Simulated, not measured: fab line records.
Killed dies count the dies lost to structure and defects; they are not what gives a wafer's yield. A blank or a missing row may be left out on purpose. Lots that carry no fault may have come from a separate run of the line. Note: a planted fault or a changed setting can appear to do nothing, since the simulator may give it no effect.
Chamber matching    flow sky130    SKY_VIA1_CMP_24 on cmp-02: 4 sister chambers
The step polishes, stops on SiO2, t overpolish 15 s, target thk 0 nm. 8 wafers are shown with their chamber, then 10 later ones without.

## WAFERS PAIRED WITH THEIR CHAMBERS
wafer   chamber  motor current A (A)  time to endpoint s (s)
L078.1  1        10.9                 62
L084.5  3        10.4                 66
L084.6  2        8.8                  69
L083.1  3        10.8                 64
L083.3  0        12.5                 70
L083.5  0        12.4                 70
L090.3  2        8.9                  68
L090.5  1        10.7                 67

## WAFERS WITH NO CHAMBER GIVEN
wafer   motor current A (A)  time to endpoint s (s)
L090.6  11.7                 74
L092.4  10.6                 65
L092.5  9.2                  65
L092.6  10.5                 66
L093.1  10.8                 65
L093.5  11.9                 70
L093.6  10.4                 64
L094.3  10.8                 66
L094.4  11.7                 67
L094.5  9.4                  67

## WHICH CHAMBER EACH WENT THROUGH
wafer   from the rows above           in truth
L090.6  0                             0
L092.4  can't be placed: 3 or 1       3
L092.5  2                             2
L092.6  can't be placed: 3 or 1       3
L093.1  can't be placed: 1 or 3       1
L093.5  0                             0
L093.6  can't be placed: 3 or 1       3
L094.3  can't be placed: 1 or 3       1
L094.4  can't be placed: 0 or 1 or 3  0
L094.5  2                             2
Correct placement for 4 of the 10. Cannot be placed on the basis of these rows: 6; the candidates contain the true chamber in 6. Wrongly placed: 0.
How it was worked out, from the rows above alone: a wafer's distance from a chamber is the root of the sum, over the readings, of the square of ((its reading less the chamber's mean) divided by the reading's scatter). If the next closest chamber is less than 2 further off than the closest, the wafer can't be placed; otherwise it belongs to the closest. A chamber's mean is the mean of its shown wafers. The scatter: the root of (the sum of the squares of (reading less its chamber's mean) over the shown wafers, divided by (wafers less chambers)).
